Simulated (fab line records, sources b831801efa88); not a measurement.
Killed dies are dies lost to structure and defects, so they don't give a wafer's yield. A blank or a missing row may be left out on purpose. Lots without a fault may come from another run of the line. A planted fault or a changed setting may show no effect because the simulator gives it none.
Which tool did it? | flow gf180mcu | 13 lots, 39 wafers sampled, at 2 steps of a route of 602

WHAT THE GAUGES READ, wafer by wafer
GF_M4_OVL_MEAS_15.
lot  | measured     | on         | M4_OVL (nm)
L414 | day 24 05:14 | overlay-01 | -7 -7 -9
L415 | day 24 08:02 | overlay-02 | -5 -7 -9
L413 | day 24 10:29 | overlay-02 | 7 9 4
L416 | day 25 01:18 | overlay-02 | -5 -5 -7
L420 | day 25 20:17 | overlay-02 | -8 -14 -10
L419 | day 25 21:05 | overlay-02 | -1 0 -3
L423 | day 27 00:48 | overlay-02 | -1 2 -3
L427 | day 28 06:59 | overlay-01 | 5 3 7
L428 | day 28 19:19 | overlay-01 | -3 -7 0
L430 | day 29 04:30 | overlay-02 | -2 0 -2
L432 | day 29 19:48 | overlay-01 | 2 5 5
L433 | day 29 21:32 | overlay-01 | 7 4 10
L435 | day 30 09:59 | overlay-02 | -1 -3 -1

WHICH TOOL RAN EACH LOT (tool, then ch and the chambers of the sampled wafers, then the start)
lot  | GF_V2_SPUTTER_22
L414 | pvd_sputter-04, day 21 04:35
L415 | pvd_sputter-02, day 21 07:09
L413 | pvd_sputter-01, day 21 10:34
L416 | pvd_sputter-02, day 22 02:44
L420 | pvd_sputter-04, day 22 22:47
L419 | pvd_sputter-02, day 23 00:07
L423 | pvd_sputter-01, day 24 05:50
L427 | pvd_sputter-04, day 25 13:49
L428 | pvd_sputter-04, day 26 02:26
L430 | pvd_sputter-02, day 26 13:19
L432 | pvd_sputter-02, day 27 05:25
L433 | pvd_sputter-01, day 27 06:59
L435 | pvd_sputter-01, day 27 20:42
- GF_V2_SPUTTER_22: material TiN, target thk 10 nm, time 40 s.

WHAT THE TOOLS THEMSELVES READ (means of the sampled wafers that have a number; where no wafer has one, the mark that the record gives instead)
GF_V2_SPUTTER_22.
lot  | tool           | cathode_dc_power_W (W) | throttle_valve_pct (%)
L414 | pvd_sputter-04 | 3999.9                 | 29.0
L415 | pvd_sputter-02 | 4000.2                 | 30.6
L413 | pvd_sputter-01 | 4000.0                 | 29.3
L416 | pvd_sputter-02 | 4001.0                 | 29.6
L420 | pvd_sputter-04 | 4000.3                 | 29.1
L419 | pvd_sputter-02 | 3999.7                 | 29.7
L423 | pvd_sputter-01 | 4000.3                 | 30.0
L427 | pvd_sputter-04 | 4001.4                 | 28.8
L428 | pvd_sputter-04 | 4000.5                 | 29.1
L430 | pvd_sputter-02 | 3999.6                 | 31.2
L432 | pvd_sputter-02 | 3999.4                 | 30.7
L433 | pvd_sputter-01 | 3999.9                 | 31.0
L435 | pvd_sputter-01 | 4000.2                 | 30.7

THE ANSWER, worked out from the rows above alone
Rule: what is usual is taken from the lots themselves. Put in order of their means at a reading, lots are off if they are a third of the lots or fewer, leave a main group of 4 or more, and stand apart from it by a gap of 3 or more times the standard deviation of the main group's means; of several such gaps the widest counts. A main group whose means are all the same, to the digits that the tables above print for the reading, isn't used. A lot without any number at a reading at which 4 lots or more have one is off too. The other lots that the step has rows for count as sound. The gauges are gone through in route order, then the tools' own readings, and for those a lot's mean is taken as printed above. The first step at which some lot is off is used, and at that step the reading that is off furthest; a lot without a number counts as furthest.
No lot is off at any reading shown: from this, nothing can be told.

WHAT THE SIMULATOR HAD PUT IN
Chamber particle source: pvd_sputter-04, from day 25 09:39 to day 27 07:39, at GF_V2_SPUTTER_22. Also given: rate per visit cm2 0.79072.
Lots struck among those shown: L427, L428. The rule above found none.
